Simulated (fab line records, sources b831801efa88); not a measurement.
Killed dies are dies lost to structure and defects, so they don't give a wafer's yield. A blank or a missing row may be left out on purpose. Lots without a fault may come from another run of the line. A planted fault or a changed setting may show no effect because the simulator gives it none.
One fault seen from 2 desks | flow sky130 | each desk has only its own numbers; what lay behind them comes last

THE METROLOGY DESK
What the gauges read, lot by lot, whatever tool the lot ran on: means of the sampled wafers that have a number. A lot is out of limits, marked OUT, if its mean lies more than 4 standard deviations from the usual mean; the brackets give that distance.
Columns: A = VIA4_BOW at SKY_VIA4_BOW_MEAS_03, usual 77 um; B = VIA4_W_RS at SKY_VIA4_RS_MEAS_19, usual 0.2269 ohm/sq; C = VIA4_W_THK at SKY_VIA4_THK_MEAS_20, usual 506 nm
lot  | first seen here | A  | B                 | C
L110 | day 42 03:36    | 69 | 0.2242            | 517
L112 | day 42 07:38    | 75 | 0.2252            | 512
L116 | day 43 11:22    | 77 | 0.2487 (+8.1) OUT | 472 (-4.5) OUT
L117 | day 44 00:39    | 69 | 0.2690 (+16) OUT  | 439 (-9.1) OUT
L127 | day 46 22:26    | 85 | 0.2268            | 508
L128 | day 46 23:46    | 92 | 0.2274            | 500
L130 | day 47 06:22    | 75 | 0.2279            | 508
L131 | day 47 08:23    | 71 | 0.2235            | 515
L132 | day 47 19:59    | 75 | 0.2258            | 506
This desk's finding: out of limits on L116, L117; first on L116, day 44 10:45 (VIA4_W_RS at SKY_VIA4_RS_MEAS_19). In limits: L110, L112, L127, L128, L130, L131, L132.

THE TOOL OWNER'S DESK: cvd_w-01
The tool's own readings at SKY_VIA4_CVD_18 (deposits W, target thk 505 nm, time 152.14 s): means of the sampled wafers that have a number, for each lot that ran on this tool. A lot is out of limits, marked OUT, if its mean lies more than 4 standard deviations from the usual mean; the brackets give that distance.
Columns: A = heater_power_w at SKY_VIA4_CVD_18, usual 833 W; B = susceptor_temp_C at SKY_VIA4_CVD_18, usual 400.00 C
lot  | first seen here | A   | B
L110 | day 43 02:54    | 844 | 400.24
L112 | day 43 07:37    | 863 | 399.92
L116 | day 44 10:35    | 828 | 394.89 (-23) OUT
L117 | day 45 00:02    | 795 | 390.22 (-44) OUT
L128 | day 47 20:03    | 851 | 400.02
L130 | day 48 02:13    | 847 | 399.86
L131 | day 48 04:42    | 864 | 399.76
L132 | day 48 15:00    | 854 | 399.99
This desk's finding: out of limits on L116, L117; first on L116, day 44 10:35 (susceptor_temp_C at SKY_VIA4_CVD_18). In limits: L110, L112, L128, L130, L131, L132.

PUT TOGETHER
The tool owner's desk could have raised an alarm at day 44 10:35, on L116, L117.
The metrology desk could have raised an alarm at day 44 10:45, on L116, L117.
Of the lots named, all ran SKY_VIA4_CVD_18 on cvd_w-01.

WHAT THE SIMULATOR HAD PUT IN
Process parameter drift: cvd_w-01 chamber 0, from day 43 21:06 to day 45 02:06, at SKY_VIA4_CVD_18. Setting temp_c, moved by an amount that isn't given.
Lots struck among those shown: L116, L117.
Hours from the fault's start to each desk's first reading out of limits: the tool owner's desk, 13; the metrology desk, 14.
